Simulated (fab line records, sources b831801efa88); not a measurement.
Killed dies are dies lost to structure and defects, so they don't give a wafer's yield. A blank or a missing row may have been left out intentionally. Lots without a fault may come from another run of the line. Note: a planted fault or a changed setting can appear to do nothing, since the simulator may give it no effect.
Which of the tools did it? | flow sky130 | 21 wafers from 7 lots sampled at 2 of the route's 708 steps

== WHAT THE GAUGES SHOWED, per wafer ==
SKY_LDD_N_TW_MEAS_17.
lot  | measured     | on           | LDD_N_TW
L848 | day 19 06:20 | filmMetro-03 | 2593 2586 2594
L850 | day 20 00:54 | filmMetro-04 | 2615 2606 2604
L855 | day 21 19:08 | filmMetro-04 | 2628 2621 2624
L861 | day 23 17:54 | filmMetro-04 | 2615 2611 2591
L863 | day 24 22:07 | filmMetro-01 | 2614 2619 2623
L865 | day 25 08:40 | filmMetro-03 | 2611 2593 2598
L867 | day 26 01:42 | filmMetro-01 | 2622 2621 2618

== EACH LOT AND THE TOOL THAT RAN IT (in order: tool; ch and the chambers of the sampled wafers; start) ==
lot  | SKY_LDD_N_STRIP_16
L848 | plasmaAsher-02 ch 0,1, day 19 06:14
L850 | plasmaAsher-01 ch 0,1, day 20 00:48
L855 | plasmaAsher-02 ch 0,1, day 21 19:02
L861 | plasmaAsher-02 ch 0,1, day 23 17:48
L863 | plasmaAsher-04 ch 0,1, day 24 22:01
L865 | plasmaAsher-04 ch 0,1, day 25 08:35
L867 | plasmaAsher-01 ch 0,1, day 26 01:35
- SKY_LDD_N_STRIP_16: strips in O2/N2.

== THE ANSWER, worked out from the rows above alone ==
Rule: usual is defined by the lots themselves. The widest of any qualifying gaps counts: lots, ordered by their means at a reading, are off when they make up no more than a third of the lots, leave a main group of 4 or more, and stand apart from it by 3 or more times the standard deviation of that group's means. If all means in a main group match to the digits the tables above print for the reading, that group is not used. Also off: a lot with no number at a reading for which 4 or more lots have one. Any other lot the step has rows for is counted as sound.
No lot is off at any reading shown: from this, nothing can be told.

== WHAT THE SIMULATOR PUT IN ==
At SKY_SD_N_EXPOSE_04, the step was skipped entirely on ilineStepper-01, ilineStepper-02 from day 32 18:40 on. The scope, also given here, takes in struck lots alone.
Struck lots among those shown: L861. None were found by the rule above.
